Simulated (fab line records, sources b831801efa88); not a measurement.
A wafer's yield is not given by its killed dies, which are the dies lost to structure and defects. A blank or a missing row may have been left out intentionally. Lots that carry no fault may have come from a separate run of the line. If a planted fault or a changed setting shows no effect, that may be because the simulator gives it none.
Matching of chambers ; flow sky130 ; pecvd-01 running SKY_PASSIVATION_CVD_02: 3 sister chambers
The step deposits Si3N4, target thk 540 nm. 3 wafers are shown with their chamber, then 12 later ones without.

## WAFERS WITH THEIR CHAMBER
wafer;chamber;heaterPowerW (W)
L081.4;1;633
L084.5;0;922
L084.6;2;756

## WAFERS WHOSE CHAMBER IS MISSING
wafer;heaterPowerW (W)
L090.1;807
L090.3;657
L090.6;633
L091.2;654
L091.3;727
L091.6;744
L093.1;932
L093.3;699
L093.4;761
L095.1;741
L095.3;800
L095.5;926

## THE CHAMBER EACH PASSED THROUGH
wafer;from the rows above;in truth
L090.1;2;2
L090.3;1;1
L090.6;1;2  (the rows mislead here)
L091.2;1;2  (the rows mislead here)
L091.3;2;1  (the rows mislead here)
L091.6;2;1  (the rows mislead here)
L093.1;0;0
L093.3;can't be placed: 2 or 1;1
L093.4;2;2
L095.1;2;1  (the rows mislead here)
L095.3;2;2
L095.5;0;0
6 of 12 placed correctly. Cannot be placed on the basis of these rows: 1; the candidates contain the true chamber in 1. Number placed wrongly: 5.
How it was worked out, from the rows above alone: a wafer's distance from a chamber is the root of the sum, over the readings, of the square of ((its reading less the chamber's mean) divided by the reading's scatter). The wafer belongs to the nearest chamber; if the next one is less than 2 further off, it can't be placed. The mean given for a chamber averages the wafers shown for that chamber. The scatter: root of mean squared gap, hidden wafer to nearest shown wafer, with one shown wafer a chamber.
